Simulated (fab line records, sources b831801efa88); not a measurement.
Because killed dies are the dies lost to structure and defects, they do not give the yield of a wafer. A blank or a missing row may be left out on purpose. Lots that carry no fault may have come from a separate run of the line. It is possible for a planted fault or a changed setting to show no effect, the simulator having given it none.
Which tool is to blame? | flow sky130 | 10 lots with 30 wafers sampled at 6 steps, on a route of 708 steps

== WHAT THE GAUGES SHOWED, per wafer ==
SKY_CONTACT_THK_MEAS_26: measures by xrf.
lot  | measured     | on            | CONTACT_W_THK (nm)
L612 | day 32 10:17 | film metro-04 | 341 336 340
L613 | day 33 00:55 | film metro-01 | 349 351 347
L614 | day 33 02:40 | film metro-03 | 339 339 343
L618 | day 34 06:56 | film metro-03 | 335 340 339
L624 | day 36 08:53 | film metro-04 | 350 355 357
L625 | day 36 15:36 | film metro-01 | 334 339 338
L626 | day 37 00:46 | film metro-01 | 350 346 349
L630 | day 37 23:33 | film metro-04 | 339 345 345
L631 | day 38 12:25 | film metro-01 | 349 345 352
L632 | day 38 16:28 | film metro-03 | 342 347 347

SKY_METAL1_RS_MEAS_05: measures by four-point-probe.
lot  | measured     | on            | METAL1_ALCU_RS (ohm/sq)
L612 | day 32 10:49 | film metro-03 | 0.1273 0.1270 0.1276
L613 | day 33 01:25 | film metro-03 | 0.1284 0.1286 0.1297
L614 | day 33 03:11 | film metro-03 | 0.1255 0.1254 0.1250
L618 | day 34 07:26 | film metro-02 | 0.1245 0.1248 0.1235
L624 | day 36 09:23 | film metro-02 | 0.1297 0.1292 0.1289
L625 | day 36 16:07 | film metro-02 | 0.1261 0.1269 0.1261
L626 | day 37 01:17 | film metro-03 | 0.1251 0.1255 0.1248
L630 | day 38 00:03 | film metro-02 | 0.1263 0.1281 0.1270
L631 | day 38 12:56 | film metro-02 | 0.1274 0.1263 0.1274
L632 | day 38 16:58 | film metro-02 | 0.1259 0.1267 0.1262

SKY_METAL1_THK_MEAS_06: measures by xrf.
lot  | measured     | on            | METAL1_ALCU_THK (nm)
L612 | day 32 10:55 | film metro-03 | 247 247 247
L613 | day 33 01:32 | film metro-03 | 245 244 241
L614 | day 33 03:17 | film metro-03 | 251 251 253
L618 | day 34 07:33 | film metro-02 | 253 252 255
L624 | day 36 09:31 | film metro-02 | 243 244 244
L625 | day 36 16:13 | film metro-02 | 249 251 250
L626 | day 37 01:23 | film metro-03 | 255 250 253
L630 | day 38 00:10 | film metro-02 | 248 246 248
L631 | day 38 13:02 | film metro-02 | 247 250 248
L632 | day 38 17:05 | film metro-02 | 249 248 248

SKY_VIA1_RS_MEAS_22: measures by four-point-probe.
lot  | measured     | on            | VIA1_W_RS (ohm/sq)
L612 | day 34 18:59 | film metro-04 | 0.431 0.428 0.434
L613 | day 35 08:37 | film metro-02 | 0.426 0.425 0.426
L614 | day 35 10:41 | film metro-02 | 0.302 0.435 0.433
L618 | day 36 14:16 | film metro-01 | 0.434 0.301 0.304
L624 | day 38 16:49 | film metro-01 | 0.416 0.415 0.424
L625 | day 38 20:23 | film metro-04 | 0.422 0.429 0.426
L626 | day 39 06:16 | film metro-02 | 0.428 0.424 0.431
L630 | day 40 04:45 | film metro-01 | 0.435 0.443 0.436
L631 | day 40 16:59 | film metro-01 | 0.426 0.435 0.423
L632 | day 40 19:44 | film metro-02 | 0.415 0.425 0.414

SKY_VIA1_THK_MEAS_23: measures by xrf.
lot  | measured     | on            | VIA1_W_THK (nm)
L612 | day 34 19:05 | film metro-04 | 275 279 272
L613 | day 35 08:44 | film metro-02 | 273 275 273
L614 | day 35 10:47 | film metro-02 | 384 268 270
L618 | day 36 14:23 | film metro-01 | 272 392 387
L624 | day 38 16:56 | film metro-01 | 279 281 277
L625 | day 38 20:29 | film metro-04 | 276 271 273
L626 | day 39 06:22 | film metro-02 | 270 274 269
L630 | day 40 04:52 | film metro-01 | 271 266 270
L631 | day 40 17:05 | film metro-01 | 276 270 277
L632 | day 40 19:51 | film metro-02 | 280 274 282

== WHICH TOOL RAN EACH LOT (tool, then ch and the chambers of the sampled wafers, then the start) ==
lot  | SKY_VIA1_CVD_21
L612 | cvd w-02 ch 0,1, day 34 18:53
L613 | cvd w-02 ch 0,1, day 35 08:31
L614 | cvd w-02 ch 0,1, day 35 10:34
L618 | cvd w-02 ch 0,1, day 36 14:10
L624 | cvd w-01 ch 0,1, day 38 16:44
L625 | cvd w-01 ch 0,1, day 38 20:16
L626 | cvd w-02 ch 0,1, day 39 06:08
L630 | cvd w-02 ch 1, day 40 04:39
L631 | cvd w-02 ch 0,1, day 40 16:52
L632 | cvd w-01 ch 0,1, day 40 19:38
- SKY_VIA1_CVD_21: deposits W, target thk 270 nm, time 80.902 s.

== WHAT THE TOOLS THEMSELVES READ (means of the sampled wafers that have a number; where no wafer has one, the mark that the record gives instead) ==
SKY_VIA1_CVD_21.
lot  | tool     | chamber pressure Torr (Torr) | heater power w (W)
L612 | cvd w-02 | 40.03                        | 851
L613 | cvd w-02 | 40.01                        | 799
L614 | cvd w-02 | 39.95                        | 818
L618 | cvd w-02 | 39.88                        | 863
L624 | cvd w-01 | 39.97                        | 793
L625 | cvd w-01 | 40.11                        | 787
L626 | cvd w-02 | 40.10                        | 803
L630 | cvd w-02 | 39.99                        | 872
L631 | cvd w-02 | 39.92                        | 812
L632 | cvd w-01 | 40.02                        | 787

== THE ANSWER, worked out from the rows above alone ==
Rule: the lots themselves supply what counts as usual. Put in order of their means at a reading, lots are off if they are a third of the lots or fewer, leave a main group of 4 or more, and stand apart from it by a gap of 3 or more times the standard deviation of the main group's means; of several such gaps the widest counts. Not used: any main group whose means are identical at the precision the tables above print for the reading. A lot without any number at a reading at which 4 lots or more have one is off too. Where the step has rows for the other lots, those lots are counted as sound. Order of review: gauges by route order, followed by the tools' own readings, for which a lot's mean as printed above is used. At the first step where some lot is off, the reading lying furthest off is the one used; lots without a number count as furthest.
Off: at SKY_VIA1_RS_MEAS_22 (VIA1_W_RS), L614, L618. Main group: mean 0.427 ohm/sq, sd 0.0061.
A tool fits if, at a process step before that reading, it ran every lot that is off, and no sound lot after the first of them. Those tools and the gauges at SKY_VIA1_RS_MEAS_22 are tried in the same way. None of those tried fits.

== WHAT THE SIMULATOR PUT IN ==
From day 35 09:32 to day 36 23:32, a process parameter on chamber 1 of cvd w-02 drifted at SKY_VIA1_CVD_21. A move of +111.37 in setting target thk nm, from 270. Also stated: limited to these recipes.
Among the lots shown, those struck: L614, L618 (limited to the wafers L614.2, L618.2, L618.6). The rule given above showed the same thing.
